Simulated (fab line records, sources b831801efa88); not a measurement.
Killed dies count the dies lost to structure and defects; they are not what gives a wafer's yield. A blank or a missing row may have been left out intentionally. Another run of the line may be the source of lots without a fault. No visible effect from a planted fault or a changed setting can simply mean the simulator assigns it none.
Struck lot and sound lot, side by side + flow sky130 + 16 out of 708 route steps
Sound: the wafers L682.1, L682.3, L682.5. Struck: wafer L692.6 (left out: L692.1, L692.4 of the same lot, which were not struck); the cause appears at the end.
For every step that has rows: the tool of each side, followed by ch and its chambers, followed by its first start. Under that, the readings that differ: sound wafers + struck wafers + difference of the means + sigmas: that difference in standard deviations of wafers without a fault.
alike: words and numbers the same on both sides, and readings whose means are apart by under 2 such deviations; not compared: readings that were withheld, readings missing a value for some wafer, numbers with overlapping values and no deviation given by the record, and bounds like >300 which may hide the same value.
The two part at a step that has a row with sigmas, a row that says differs or no value, or rows on one side only. Numbers that don't overlap but have no deviation are shown without sigmas and don't part them. A reading missing from all wafers of one side parts the sides only when that side holds two or more wafers.

first, 3 steps without rows for these wafers: SKY_METAL2_EXPOSE_12 (exposes mask MM2, target cd 140 nm); SKY_METAL2_PEB_13; SKY_METAL2_DEVELOP_14 (develop time 60 s).
SKY_METAL2_CD_MEAS_15: the cd target is 140 nm.
  struck on cd_sem-02, day 41 04:13; sound on cd_sem-01, day 38 01:07
  alike: cd_nm
SKY_METAL2_OVL_MEAS_16:
  struck on overlay-01, day 41 04:20; sound on overlay-02, day 38 01:14
  alike: METAL2_OVL
SKY_METAL2_DESCUM_17: chemistry O2, time 8 s.
  sound on rie_metal-01 ch 0,1, day 38 01:16; struck on rie_metal-03 ch 0, day 41 04:22
| reading               | sound             | struck | difference | sigmas |
|-----------------------|-------------------|--------|------------|--------|
| oes_product_au (a.u.) | 1.019 1.012 1.003 | 0.992  | -0.019     | -2     |
  alike: drypump_motor_current_A
  not compared: rf_hours_counter_h
SKY_METAL2_ETCH_18: etches BARC in N2/H2, stops on SiO2, time 45.9 s, target depth 60 nm.
  sound on rie_metal-01 ch 0,1, day 38 01:18; struck on rie_metal-03 ch 0, day 41 04:24
  alike: drypump_motor_current_A, oes_product_au, throttle_valve_pct
  not compared: rf_hours_counter_h
SKY_METAL2_METAL_ETCH_19: etches the open film in Cl2/BCl3, stops on SiO2, target depth 360 nm, time 78 s.
  sound on rie_metal-01 ch 0,1, day 38 01:22; struck on rie_metal-03 ch 0, day 41 04:28
  alike: drypump_motor_current_A, mfc_cl2_sccm, oes_product_au, throttle_valve_pct
  not compared: rf_hours_counter_h
SKY_METAL2_STRIP_20: strips in O2/N2.
  sound on plasma_asher-04 ch 0,1, day 38 01:27; struck on plasma_asher-02 ch 1, day 41 04:33
| reading                      | sound          | struck | difference | sigmas |
|------------------------------|----------------|--------|------------|--------|
| strip_time_to_endpoint_s (s) | 2.64 2.61 2.69 | 2.73   | +0.08      | +2     |
  alike: drypump_motor_current_A, oes_product_au
  not compared: rf_hours_counter_h
then, 3 steps without rows for these wafers: SKY_METAL2_STRIP_21 (strips in post etch residue remover, time 1200 s); SKY_METAL2_CLEAN_22 (cleans in IPA, time 180 s); SKY_METAL2_CLEAN_23 (cleans in O3/DIW).
SKY_VIA2_HDPCVD_00: deposits SiO2, target thk 1180 nm, time 196.7 s.
  sound on hdpcvd-02 ch 1,2, day 38 02:05; struck on hdpcvd-02 ch 0, day 41 05:11
| reading                                  | sound             | struck | difference | sigmas |
|------------------------------------------|-------------------|--------|------------|--------|
| run_length_s (s)                         | 225.6 224.1 224.8 | 274.5  | +49.7      | +79    |
| model.SiO2_of_VIA2_HDPCVD_00.thk_nm (nm) | 1176 1177 1191    | 1459   | +278       |        |
  alike: pressure_mtorr
SKY_VIA2_THK_MEAS_01:
  struck on film_metro-01, day 41 05:19; sound on film_metro-03, day 38 02:13
| reading              | sound          | struck | difference | sigmas |
|----------------------|----------------|--------|------------|--------|
| VIA2_HDPCVD_THK (nm) | 1175 1176 1191 | 1459   | +278       | +23    |
SKY_VIA2_CMP_02: polishes SiO2.
  sound on cmp-02 ch 1,2,3, day 38 02:22; struck on cmp-02 ch 3, day 41 05:25
| reading                    | sound             | struck | difference | sigmas |
|----------------------------|-------------------|--------|------------|--------|
| platen_rpm (rpm)           | 59.93 59.95 59.91 | 60.01  | +0.08      | +2     |
| slurry_filter_dp_kPa (kPa) | 13.61 13.23 13.38 | 13.70  | +0.29      | +2     |
  alike: motor_current_A
-- the record jumps here: 9 days lie between the struck wafers' starts before and after (it left off in module VIA2 and takes up again in module PAD_OPEN, whose first step shown is number 708 of the route) --
SKY_PAD_OPEN_PROBE_99:
  struck on prober-02, day 50 08:40; sound on prober-01, day 48 03:32
| reading            | sound    | struck | difference | sigmas |
|--------------------|----------|--------|------------|--------|
| killed_at_M0_to_M3 | 35 41 37 | 54     | +16        | +2     |
| killed_open        | 38 47 44 | 59     | +16        | +2     |
  alike: defect_limited_yield, killed_at_M4_up, killed_at_contacts, killed_at_front_end, killed_at_other, killed_dies, killed_short, sort_bin_3_pad_short, sort_bin_5_function, sort_bin_6_memory, sort_n_pass, sort_yield_pct

## WHERE THEY PART
At SKY_METAL2_DESCUM_17 first; at SKY_PAD_OPEN_PROBE_99 last (within this record only).

WHY: what had been put in by the simulator
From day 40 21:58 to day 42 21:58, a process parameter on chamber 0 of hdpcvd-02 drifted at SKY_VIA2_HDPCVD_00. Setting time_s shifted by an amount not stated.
